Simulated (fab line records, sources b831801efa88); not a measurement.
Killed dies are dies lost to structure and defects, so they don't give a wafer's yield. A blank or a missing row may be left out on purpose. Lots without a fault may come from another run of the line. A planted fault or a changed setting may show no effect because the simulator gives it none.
Split-lot experiment | flow sfq_line | 5 lots, 23 wafers read, on a route of 325 steps

THE SPLIT
At SFQ_TRILAYER_M2_LITHO_COAT_062 (resist thk 62 nm), the setting resist_thk_nm was moved away from the recipe's 62 nm on 11 of the 23 wafers read, by -4.4% to +5.1%. The other wafers ran this setting at the recipe's value.

FROM THE SPLIT TO THE READING: what the file shows between them, 3 steps
- SFQ_TRILAYER_M2_LITHO_COAT_057: resist thk 600 nm
- SFQ_TRILAYER_M2_LITHO_SOFTBAKE_061
- SFQ_TRILAYER_M2_LITHO_DEVELOP_059: time 60 s

THE READING
oes_product_au, in a.u., at SFQ_TRILAYER_M2_BARC_OPEN_METAL_ETCH_077 (etches BARC in O2, target depth 125 nm, time 41.7 s). Fault-free wafers of this fab line usually give 0.686 a.u., standard deviation 0.0042 a.u..

wafer  | tool, chamber at the split | resist_thk_nm as run, nm | against the recipe | oes_product_au, a.u. | against lot-mates on the recipe
L074.1 | litho_track-01, 0          | 62                       | recipe             | 0.688                | -
L074.3 | litho_track-01, 0          | 62                       | recipe             | 0.690                | -
L074.4 | litho_track-01, 0          | 60.48                    | -2.5%              | 0.682                | -0.004
L074.5 | litho_track-01, 0          | 60.48                    | -2.5%              | 0.676                | -0.010
L074.6 | litho_track-01, 0          | 62                       | recipe             | 0.681                | -
L076.1 | litho_track-02, 0          | 59.27                    | -4.4%              | 0.674                | -0.018
L076.3 | litho_track-02, 0          | 59.27                    | -4.4%              | 0.676                | -0.016
L076.4 | litho_track-02, 0          | 62                       | recipe             | 0.691                | -
L076.5 | litho_track-02, 0          | 62                       | recipe             | 0.693                | -
L076.6 | litho_track-02, 0          | 59.27                    | -4.4%              | 0.674                | -0.018
L077.2 | litho_track-04, 0          | 62                       | recipe             | 0.683                | -
L077.3 | litho_track-04, 0          | 65.16                    | +5.1%              | 0.696                | +0.011
L077.4 | litho_track-04, 0          | 65.16                    | +5.1%              | 0.699                | +0.014
L077.5 | litho_track-04, 0          | 65.16                    | +5.1%              | 0.704                | +0.019
L077.6 | litho_track-04, 0          | 62                       | recipe             | 0.686                | -
L083.1 | litho_track-02, 0          | 62                       | recipe             | 0.693                | -
L083.2 | litho_track-02, 0          | 62                       | recipe             | 0.689                | -
L083.3 | litho_track-02, 0          | 64.65                    | +4.3%              | 0.694                | +0.003
L083.4 | litho_track-02, 0          | 64.65                    | +4.3%              | 0.702                | +0.011
L083.5 | litho_track-02, 0          | 64.65                    | +4.3%              | 0.703                | +0.012
L085.2 | litho_track-04, 0          | 62                       | recipe             | 0.690                | -
L085.4 | litho_track-04, 0          | 62                       | recipe             | 0.684                | -
L085.5 | litho_track-04, 0          | 62                       | recipe             | 0.691                | -

THE FIT
A straight line over all 23 wafers: oes_product_au changes by +0.00273 a.u. for each +1% of resist_thk_nm; r = +0.91; the points scatter about the line by 0.0038 a.u..
The same after taking each lot's own level away (the mean of its wafers on the recipe; 23 wafers): +0.00305 a.u. for each +1%; r = +0.94; scatter 0.0036 a.u..
On that fit, the largest move of resist_thk_nm shifts the reading by 0.016 a.u..
The lots' own levels span 0.6845 to 0.6920 a.u., that is 1.8 times the standard deviation above.
So the lot-to-lot level changes the slope: the two fits differ.
Check: with one of the wafers moved furthest among these (+5.1%) left out of the fit, the line predicts +0.015 a.u. for it against its lot-mates. It came out at +0.0115 a.u. against them.

THE WHOLE CHAIN: every reading that the file lists as answering this split, in the file's order
step                                     | what it does                                        | reading                                                                                    | change (the file's fit)                   | r (the file's)
SFQ_TRILAYER_M2_LITHO_COAT_062           | resist thk 62 nm                                    | BARC_of_TRILAYER_M2_LITHO_COAT_062.thk_nm (the simulator's own value, which no gauge read) | +0.614 nm for each +1% of the setting     | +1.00
SFQ_TRILAYER_M2_BARC_OPEN_METAL_ETCH_077 | etches BARC in O2, target depth 125 nm, time 41.7 s | oes_product_au                                                                             | +0.00305 a.u. for each +1% of the setting | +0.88
SFQ_TRILAYER_M2_BARC_OPEN_METAL_ETCH_077 | etches BARC in O2, target depth 125 nm, time 41.7 s | etch.depth_nm (the simulator's own value, which no gauge read)                             | +0.615 nm for each +1% of the setting     | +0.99

THE FILE'S OWN FIT
oes_product_au changes by +0.00305 a.u. for each +1% of resist_thk_nm, r = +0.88.
